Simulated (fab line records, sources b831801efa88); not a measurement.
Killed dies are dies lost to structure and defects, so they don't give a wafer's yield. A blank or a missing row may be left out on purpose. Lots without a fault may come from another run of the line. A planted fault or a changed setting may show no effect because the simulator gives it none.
Chamber matching | flow sfq_line | SFQ_TRILAYER_I2_VIA_ETCH_VIA_ETCH_070 on rie_diel-03: 4 sister chambers
The step etches SiO2 in CHF3, stops on Nb, target depth 260 nm. 18 wafers are shown with their chamber, then 9 later ones without.

WAFERS WITH THEIR CHAMBER
wafer  | chamber | drypump_motor_current_A (A) | oes_product_au (a.u.)
L928.2 | 1       | 5.4                         | 0.865
L928.3 | 2       | 5.5                         | 0.846
L928.5 | 2       | 5.5                         | 0.863
L929.3 | 2       | 5.5                         | 0.859
L929.4 | 1       | 5.4                         | 0.862
L929.5 | 2       | 5.5                         | 0.857
L930.1 | 3       | 6.2                         | 0.853
L930.2 | 1       | 5.5                         | 0.845
L930.3 | 2       | 5.5                         | 0.864
L933.1 | 2       | 5.5                         | 0.851
L933.4 | 0       | 6.0                         | 0.855
L933.5 | 2       | 5.5                         | 0.863
L934.1 | 2       | 5.5                         | 0.860
L934.2 | 0       | 6.0                         | 0.856
L934.3 | 1       | 5.4                         | 0.849
L938.2 | 1       | 5.4                         | 0.852
L938.5 | 1       | 5.4                         | 0.856
L938.6 | 0       | 6.0                         | 0.852

SIGNATURES (means of the wafers above)
reading                 | chamber 0 | chamber 1 | chamber 2 | chamber 3 | scatter within a chamber
drypump_motor_current_A | 6.000     | 5.417     | 5.500     | 6.200     | 0.0244
oes_product_au          | 0.85433   | 0.85483   | 0.85787   | 0.85300   | 0.00648
Rule: a wafer's distance from a chamber is the root of the sum, over the readings, of the square of ((its reading less the chamber's mean) divided by the reading's scatter). The wafer belongs to the nearest chamber; if the next one is less than 2 further off, it can't be placed. The scatter: the root of (the sum of the squares of (reading less its chamber's mean) over the shown wafers, divided by (wafers less chambers)).

WAFERS WITHOUT THEIR CHAMBER
wafer  | drypump_motor_current_A (A) | oes_product_au (a.u.)
L941.2 | 6.0                         | 0.851
L941.3 | 5.4                         | 0.857
L941.4 | 5.5                         | 0.857
L943.1 | 5.5                         | 0.847
L943.3 | 5.4                         | 0.849
L943.6 | 5.4                         | 0.848
L944.1 | 5.5                         | 0.850
L944.4 | 5.5                         | 0.851
L944.5 | 5.4                         | 0.849

WHICH CHAMBER EACH WENT THROUGH
wafer  | from the rows above     | in truth
L941.2 | 0                       | 0
L941.3 | 1                       | 1
L941.4 | 2                       | 2
L943.1 | can't be placed: 2 or 1 | 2
L943.3 | 1                       | 1
L943.6 | 1                       | 1
L944.1 | 2                       | 2
L944.4 | 2                       | 2
L944.5 | 1                       | 1
Placed correctly: 8 of 9. Can't be placed from these rows: 1 (the true chamber is among the candidates in 1). Placed wrongly: 0.
